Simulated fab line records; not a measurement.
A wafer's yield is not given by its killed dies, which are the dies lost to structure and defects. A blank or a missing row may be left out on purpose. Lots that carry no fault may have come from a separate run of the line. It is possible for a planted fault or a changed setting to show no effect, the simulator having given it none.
2 desks looking at one fault / flow sfq line / what lay behind the numbers comes last; until then each desk has only its own

## AT THE METROLOGY DESK
What the gauges read, lot by lot, whatever tool the lot ran on: means of the sampled wafers that have a number. Marked OUT: a lot whose mean sits more than 4 standard deviations from the usual mean, which makes it out of limits; the brackets give that distance.
Columns: A = M2_NB_RS at SFQ_M2_RS_MEAS_914, usual 0.896 ohm/sq
lot=L349; first seen here=day 17 21:02; A=0.893
lot=L350; first seen here=day 18 04:14; A=0.894
lot=L351; first seen here=day 18 09:40; A=0.892
lot=L352; first seen here=day 18 17:30; A=0.894
lot=L353; first seen here=day 19 03:50; A=0.887
lot=L359; first seen here=day 21 12:38; A=0.869
lot=L361; first seen here=day 22 01:50; A=0.867
lot=L364; first seen here=day 23 23:55; A=0.897
lot=L365; first seen here=day 24 08:17; A=0.906
lot=L367; first seen here=day 25 05:30; A=0.897
lot=L368; first seen here=day 25 07:53; A=0.889
lot=L369; first seen here=day 25 21:51; A=0.903
lot=L370; first seen here=day 26 06:26; A=0.910
lot=L371; first seen here=day 26 17:07; A=0.901
Result from this desk: across the 14 lots, nothing is out of limits.

## AT THE TOOL OWNER'S DESK: pvd sputter-04
The tool's own readings at SFQ_TRILAYER_M2_DEP_SPUTTER_055 (material Nb, target thk 200 nm, time 133.3 s): means of the sampled wafers that have a number, for each lot that ran on this tool. Marked OUT: a lot whose mean sits more than 4 standard deviations from the usual mean, which makes it out of limits; the brackets give that distance.
Columns: A = throttle valve pct at SFQ_TRILAYER_M2_DEP_SPUTTER_055, usual 30.1 %
lot=L352; first seen here=day 18 17:21; A=30.4
lot=L353; first seen here=day 19 03:43; A=30.5
lot=L359; first seen here=day 21 12:32; A=30.1
lot=L361; first seen here=day 22 01:44; A=29.9
lot=L370; first seen here=day 26 06:19; A=30.4
Result from this desk: across the 5 lots, nothing is out of limits.

## PUT TOGETHER
The metrology desk saw nothing out of limits.
The tool owner's desk saw nothing out of limits.

## WHAT THE SIMULATOR PUT IN
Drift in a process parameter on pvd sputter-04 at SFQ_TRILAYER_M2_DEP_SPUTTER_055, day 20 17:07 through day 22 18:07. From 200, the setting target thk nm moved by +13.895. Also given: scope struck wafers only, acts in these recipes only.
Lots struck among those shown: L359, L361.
